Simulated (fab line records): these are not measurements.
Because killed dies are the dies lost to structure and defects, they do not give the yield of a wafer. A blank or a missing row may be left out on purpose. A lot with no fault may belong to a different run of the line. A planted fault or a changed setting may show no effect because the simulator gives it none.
Problem report, 8D (eight disciplines) form, completed by code :: flow sky130 :: the parts of the form that need people (team, actions taken, sign-off) are left out

## 1. PROBLEM STATEMENT
At SKY_METAL5_METAL_ETCH_15, run_length_s averages 267.77 s over 4 wafers from 3 lots, while fault-free wafers read 280.27 s, standard deviation 0.29. That puts it -43 standard deviations away from the usual mean.
The step: etches the open film in Cl2/BCl3, stops on SiO2, target depth 1260 nm, time 252 s.
First seen on wafer L115.1, day 47 10:21, on rie_metal-03. At this step, 33 wafers from 11 lots have a number in the record. By rule, "out" or "out of limits" means more than 4 standard deviations away from the usual mean. The rest of the wafers with a number are treated as sound.

## 2. WHAT IT IS AND WHAT IT IS NOT
question: which readings at this step
is: run_length_s, oes_product_au
is not: drypump_motor_current_A, throttle_valve_pct

question: which lots
is: L115, L117, L119
is not: L105, L110, L112, L113, L116, L123, L126, L127

question: which wafers of those lots
is: L115.1, L115.5, L117.5, L119.2
is not: L115.4, L117.4, L117.6, L119.3, L119.4

question: read on which tools
is: rie_metal-03
is not: rie_metal-01, rie_metal-02

question: when
is: from day 47 10:21
is not: up to then (13 sound wafers); but 16 sound wafers of L116, L117, L119, L123, L126, L127 came after

## 3. SUSPECTS, AND WHAT RULES EACH OUT
Counting: if a tool at a process step up to the reading ran every lot that is out, it stays a suspect. Sound lots after the first of them don't rule it out here, since some wafers of a struck lot are sound.
- rie_metal-03 at SKY_METAL5_METAL_ETCH_15 (etches the open film in Cl2/BCl3, stops on SiO2, target depth 1260 nm, time 252 s): kept. Every lot that is out went through it, the first being L115 (day 47 10:21); the last sound lot it ran before that was L112 (day 46 17:46). On those wafers its own readings are out: oes_product_au, run_length_s.
After counting, what remains is rie_metal-03 at SKY_METAL5_METAL_ETCH_15.

## 4. THE CAUSE (what the simulator had put in)
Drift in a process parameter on rie_metal-03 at SKY_METAL5_METAL_ETCH_15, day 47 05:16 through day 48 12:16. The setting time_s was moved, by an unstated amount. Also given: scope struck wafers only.
Only this tool survived the counting.

## 5. THE CHAIN OF EFFECTS, in route order
Each row: a reading where the mean over the struck wafers with a number is more than 3 standard deviations away from the usual. Scope: only readings with a usual standard deviation given in the record; hours: median across lots of the time from each lot's start at the first step in this table that gives one to its start at this step; sigmas: change in usual standard deviations.
hours: 0
step: SKY_METAL5_METAL_ETCH_15
reading: oes_product_au
usual: 0.893 a.u.
on struck wafers: 0.946
change: +0.053
sigmas: +11

hours: 0
step: SKY_METAL5_METAL_ETCH_15
reading: run_length_s
usual: 280.27 s
on struck wafers: 267.77
change: -12.50
sigmas: -43

hours: 0
step: SKY_METAL5_STRIP_16
reading: strip_time_to_endpoint_s
usual: 13.02 s
on struck wafers: 13.45
change: +0.43
sigmas: +3.3
It contains these process steps:
- SKY_METAL5_METAL_ETCH_15: etches the open film in Cl2/BCl3, stops on SiO2, target depth 1260 nm, time 252 s.
- SKY_METAL5_STRIP_16: strips in O2/N2.

## 6. HOW IT WOULD HAVE BEEN CAUGHT EARLIER
The fault began at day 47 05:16; the first out-of-limits reading in this record came at day 47 10:21, 5 hours later.
